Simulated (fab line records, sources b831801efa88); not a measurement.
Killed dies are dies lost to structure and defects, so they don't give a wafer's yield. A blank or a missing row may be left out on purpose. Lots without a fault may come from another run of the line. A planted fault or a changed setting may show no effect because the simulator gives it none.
Which tool did it? | flow gf180mcu | 24 lots, 72 wafers sampled, at 5 steps of a route of 602

WHAT THE GAUGES READ, wafer by wafer
GF_MIM_RS_MEAS_10: measures by four-point-probe. Usual: MIM_ALCU_RS 0.1602 ohm/sq, standard deviation 0.0017.
lot  | measured     | on            | MIM_ALCU_RS (ohm/sq) | flag
L074 | day 24 16:21 | film_metro-01 | 0.1590 0.1561 0.1565 |
L075 | day 24 20:49 | film_metro-02 | 0.1616 0.1587 0.1612 |
L076 | day 25 17:14 | film_metro-02 | 0.1593 0.1612 0.1604 |
L077 | day 25 19:59 | film_metro-02 | 0.1590 0.1596 0.1576 |
L078 | day 26 01:31 | film_metro-01 | 0.1594 0.1612 0.1590 |
L079 | day 26 06:43 | film_metro-01 | 0.1575 0.1592 0.1592 |
L080 | day 26 21:31 | film_metro-01 | 0.1607 0.1614 0.1612 |
L081 | day 27 00:29 | film_metro-04 | 0.1614 0.1608 0.1611 |
L082 | day 27 13:25 | film_metro-02 | 0.1624 0.1616 0.1616 |
L083 | day 27 18:41 | film_metro-02 | 0.1592 0.1572 0.1585 |
L084 | day 28 00:11 | film_metro-04 | 0.1573 0.1604 0.1599 |
L085 | day 28 10:32 | film_metro-01 | 0.1594 0.1587 0.1616 |
L086 | day 28 16:53 | film_metro-01 | 0.1599 0.1591 0.1587 |
L087 | day 28 23:12 | film_metro-01 | 0.1605 0.1597 0.1607 |
L088 | day 29 09:28 | film_metro-04 | 0.1605 0.1606 0.1599 |
L089 | day 29 10:40 | film_metro-04 | 0.1619 0.1597 0.1604 |
L090 | day 29 16:19 | film_metro-02 | 0.1591 0.1599 0.1608 |
L091 | day 29 23:13 | film_metro-01 | 0.1595 0.1599 0.1605 |
L092 | day 30 06:10 | film_metro-04 | 0.1586 0.1602 0.1598 |
L094 | day 30 20:23 | film_metro-04 | 0.1612 0.1587 0.1612 |
L093 | day 30 21:22 | film_metro-04 | 0.1634 0.1634 0.1647 |
L095 | day 31 06:19 | film_metro-04 | 0.1580 0.1620 0.1611 |
L096 | day 31 07:09 | film_metro-04 | 0.1620 0.1618 0.1613 |
L097 | day 31 11:52 | film_metro-04 | 0.1603 0.1619 0.1617 |

GF_M5_OVL_MEAS_08. Usual: M5_OVL 0 nm, standard deviation 5.6.
lot  | measured     | on         | M5_OVL (nm) | flag
L074 | day 26 10:28 | overlay-02 | 4 2 -4      |
L075 | day 26 15:36 | overlay-02 | -4 -9 -2    |
L076 | day 27 10:01 | overlay-01 | 5 -5 -1     |
L077 | day 27 13:27 | overlay-01 | 4 3 3       |
L078 | day 27 18:51 | overlay-01 | 7 7 2       |
L079 | day 27 23:42 | overlay-01 | 0 2 -5      |
L080 | day 28 13:39 | overlay-02 | -14 -9 -11  |
L081 | day 28 16:36 | overlay-02 | -8 -6 0     |
L082 | day 29 04:31 | overlay-02 | 1 4 10      |
L083 | day 29 10:19 | overlay-02 | 5 -5 2      |
L084 | day 29 15:33 | overlay-02 | -7 -4 -8    |
L085 | day 30 00:34 | overlay-02 | -3 -4 -2    |
L086 | day 30 07:03 | overlay-01 | 3 5 4       |
L087 | day 30 13:18 | overlay-02 | 6 -2 -3     |
L088 | day 30 22:24 | overlay-02 | 8 7 4       |
L089 | day 30 23:06 | overlay-02 | 0 -4 0      |
L090 | day 31 05:54 | overlay-02 | 9 17 14     |
L091 | day 31 12:03 | overlay-02 | 11 8 10     |
L092 | day 31 17:48 | overlay-01 | 0 -4 3      |
L094 | day 32 07:21 | overlay-01 | 6 2 1       |
L093 | day 32 08:00 | overlay-02 | -2 3 5      |
L095 | day 32 16:30 | overlay-02 | -3 1 -6     |
L096 | day 32 17:13 | overlay-01 | 1 -7 -6     |
L097 | day 32 22:12 | overlay-02 | -3 -3 6     |

GF_V5_THK_MEAS_01. Usual: V5_CVD_00_THK 311 nm, standard deviation 3.8.
lot  | measured     | on            | V5_CVD_00_THK (nm) | flag
L074 | day 26 11:15 | film_metro-01 | 310 310 315        |
L075 | day 26 16:24 | film_metro-02 | 307 305 304        |
L076 | day 27 11:07 | film_metro-03 | 305 308 303        |
L077 | day 27 14:13 | film_metro-02 | 308 310 308        |
L078 | day 27 19:37 | film_metro-02 | 313 314 315        |
L079 | day 28 00:28 | film_metro-03 | 307 309 315        |
L080 | day 28 14:25 | film_metro-01 | 321 319 317        |
L081 | day 28 17:43 | film_metro-03 | 309 306 313        |
L082 | day 29 05:19 | film_metro-01 | 311 315 309        |
L083 | day 29 11:05 | film_metro-02 | 311 306 312        |
L084 | day 29 16:19 | film_metro-03 | 303 308 305        |
L085 | day 30 01:28 | film_metro-03 | 305 311 308        |
L086 | day 30 07:54 | film_metro-01 | 317 312 318        |
L087 | day 30 14:14 | film_metro-01 | 311 307 307        |
L088 | day 30 23:18 | film_metro-01 | 308 310 311        |
L089 | day 30 23:54 | film_metro-03 | 304 306 306        |
L090 | day 31 06:41 | film_metro-03 | 314 316 309        |
L091 | day 31 12:49 | film_metro-01 | 316 309 312        |
L092 | day 31 18:34 | film_metro-02 | 314 314 314        |
L094 | day 32 08:08 | film_metro-01 | 311 312 311        |
L093 | day 32 08:49 | film_metro-01 | 315 311 311        |
L095 | day 32 17:37 | film_metro-02 | 310 310 310        |
L096 | day 32 18:20 | film_metro-01 | 310 312 312        |
L097 | day 32 23:06 | film_metro-03 | 311 308 312        |

GF_V5_BOW_MEAS_05. Usual: V5_BOW 135 um, standard deviation 8.8.
lot  | measured     | on            | V5_BOW (um) | flag
L074 | day 26 11:47 | film_metro-01 | 126 126 124 |
L075 | day 26 16:56 | film_metro-01 | 123 107 124 |
L076 | day 27 11:39 | film_metro-02 | 129 139 139 |
L077 | day 27 14:46 | film_metro-01 | 131 139 133 |
L078 | day 27 20:09 | film_metro-01 | 129 135 137 |
L079 | day 28 01:00 | film_metro-03 | 135 153 150 |
L080 | day 28 14:58 | film_metro-01 | 121 139 130 |
L081 | day 28 18:15 | film_metro-03 | 129 132 129 |
L082 | day 29 05:52 | film_metro-02 | 144 140 145 |
L083 | day 29 11:38 | film_metro-01 | 127 136 145 |
L084 | day 29 16:50 | film_metro-03 | 142 138 124 |
L085 | day 30 02:01 | film_metro-03 | 135 131 123 |
L086 | day 30 08:26 | film_metro-03 | 125 138 126 |
L087 | day 30 14:54 | film_metro-01 | 130 137 142 |
L088 | day 30 23:49 | film_metro-01 | 141 127 140 |
L089 | day 31 00:26 | film_metro-03 | 129 135 134 |
L090 | day 31 07:13 | film_metro-03 | 121 146 127 |
L091 | day 31 13:22 | film_metro-03 | 128 131 138 |
L092 | day 31 19:08 | film_metro-01 | 143 142 137 |
L094 | day 32 09:14 | film_metro-03 | 134 141 133 |
L093 | day 32 10:01 | film_metro-01 | 143 141 151 |
L095 | day 32 18:08 | film_metro-01 | 138 136 143 |
L096 | day 32 18:53 | film_metro-01 | 145 132 138 |
L097 | day 32 23:38 | film_metro-01 | 133 132 123 |

WHICH TOOL RAN EACH LOT (tool, then ch and the chambers of the sampled wafers, then the start)
lot  | GF_MIM_STRIP_20
L074 | plasma_asher-03 ch 1, day 25 13:13
L075 | plasma_asher-03 ch 0,1, day 25 18:31
L076 | plasma_asher-01 ch 0,1, day 26 13:39
L077 | plasma_asher-02 ch 0, day 26 16:58
L078 | plasma_asher-01 ch 0,1, day 26 22:16
L079 | plasma_asher-02 ch 0,1, day 27 03:29
L080 | plasma_asher-03 ch 0,1, day 27 17:27
L081 | plasma_asher-01 ch 0,1, day 27 20:22
L082 | plasma_asher-01 ch 0,1, day 28 08:59
L083 | plasma_asher-03 ch 0,1, day 28 14:26
L084 | plasma_asher-01 ch 0,1, day 28 19:25
L085 | plasma_asher-02 ch 0,1, day 29 05:18
L086 | plasma_asher-02 ch 0,1, day 29 11:43
L087 | plasma_asher-03 ch 0,1, day 29 18:09
L088 | plasma_asher-03 ch 0,1, day 30 04:38
L089 | plasma_asher-03 ch 0,1, day 30 05:41
L090 | plasma_asher-02 ch 0,1, day 30 11:29
L091 | plasma_asher-01 ch 0,1, day 30 17:28
L092 | plasma_asher-03 ch 1, day 30 23:21
L094 | plasma_asher-01 ch 0,1, day 31 14:18
L093 | plasma_asher-02 ch 0,1, day 31 14:27
L095 | plasma_asher-01 ch 0,1, day 31 23:52
L096 | plasma_asher-02 ch 0,1, day 32 00:29
L097 | plasma_asher-03 ch 0, day 32 05:06
- GF_MIM_STRIP_20: strips in O2/N2.

WHAT THE TOOLS THEMSELVES READ (means of the sampled wafers that have a number; where no wafer has one, the mark that the record gives instead)
GF_MIM_STRIP_20. Usual: drypump_motor_current_A 5.6 A, standard deviation 0.39; heater_power_w 352 W, standard deviation 30; oes_product_au 0.691 a.u., standard deviation 0.0046; strip_time_to_endpoint_s 11.21 s, standard deviation 0.041.
lot  | tool            | drypump_motor_current_A (A) | heater_power_w (W) | oes_product_au (a.u.) | strip_time_to_endpoint_s (s) | flag
L074 | plasma_asher-03 | 5.5                         | 344                | 0.688                 | 11.23                        |
L075 | plasma_asher-03 | 5.9                         | 368                | 0.691                 | 11.27                        |
L076 | plasma_asher-01 | 5.5                         | 353                | 0.690                 | 11.17                        |
L077 | plasma_asher-02 | 6.2                         | 347                | 0.690                 | 11.24                        |
L078 | plasma_asher-01 | 5.3                         | 377                | 0.686                 | 11.17                        |
L079 | plasma_asher-02 | 5.5                         | 328                | 0.694                 | 11.23                        |
L080 | plasma_asher-03 | 5.7                         | 354                | 0.693                 | 11.24                        |
L081 | plasma_asher-01 | 5.5                         | 348                | 0.691                 | 11.18                        |
L082 | plasma_asher-01 | 5.5                         | 354                | 0.690                 | 11.23                        |
L083 | plasma_asher-03 | 5.9                         | 358                | 0.687                 | 11.22                        |
L084 | plasma_asher-01 | 5.3                         | 374                | 0.689                 | 11.21                        |
L085 | plasma_asher-02 | 5.5                         | 327                | 0.694                 | 11.25                        |
L086 | plasma_asher-02 | 5.5                         | 328                | 0.688                 | 11.20                        |
L087 | plasma_asher-03 | 5.7                         | 351                | 0.684                 | 11.19                        |
L088 | plasma_asher-03 | 5.9                         | 359                | 0.695                 | 11.26                        |
L089 | plasma_asher-03 | 5.9                         | 364                | 0.690                 | 11.21                        |
L090 | plasma_asher-02 | 5.9                         | 334                | 0.690                 | 11.21                        |
L091 | plasma_asher-01 | 5.5                         | 352                | 0.697                 | 11.20                        |
L092 | plasma_asher-03 | 5.5                         | 339                | 0.691                 | 11.15                        |
L094 | plasma_asher-01 | 5.3                         | 381                | 0.691                 | 11.16                        |
L093 | plasma_asher-02 | 5.5                         | 329                | 0.689                 | 11.25                        |
L095 | plasma_asher-01 | 5.5                         | 353                | 0.696                 | 11.22                        |
L096 | plasma_asher-02 | 5.9                         | 336                | 0.689                 | 11.24                        |
L097 | plasma_asher-03 | 6.1                         | 372                | 0.688                 | 11.17                        |

THE ANSWER, worked out from the rows above alone
Rule: a lot is off if the mean of its wafers that have a number lies more than 3 standard deviations from the usual mean. A lot without any number at a reading at which 4 lots or more have one is off too. The other lots that the step has rows for count as sound. The gauges are gone through in route order, then the tools' own readings, and for those a lot's mean is taken as printed above. The first step at which some lot is off is used, and at that step the reading that is off furthest; a lot without a number counts as furthest.
No lot is off at any reading shown: from this, nothing can be told.

WHAT THE SIMULATOR HAD PUT IN
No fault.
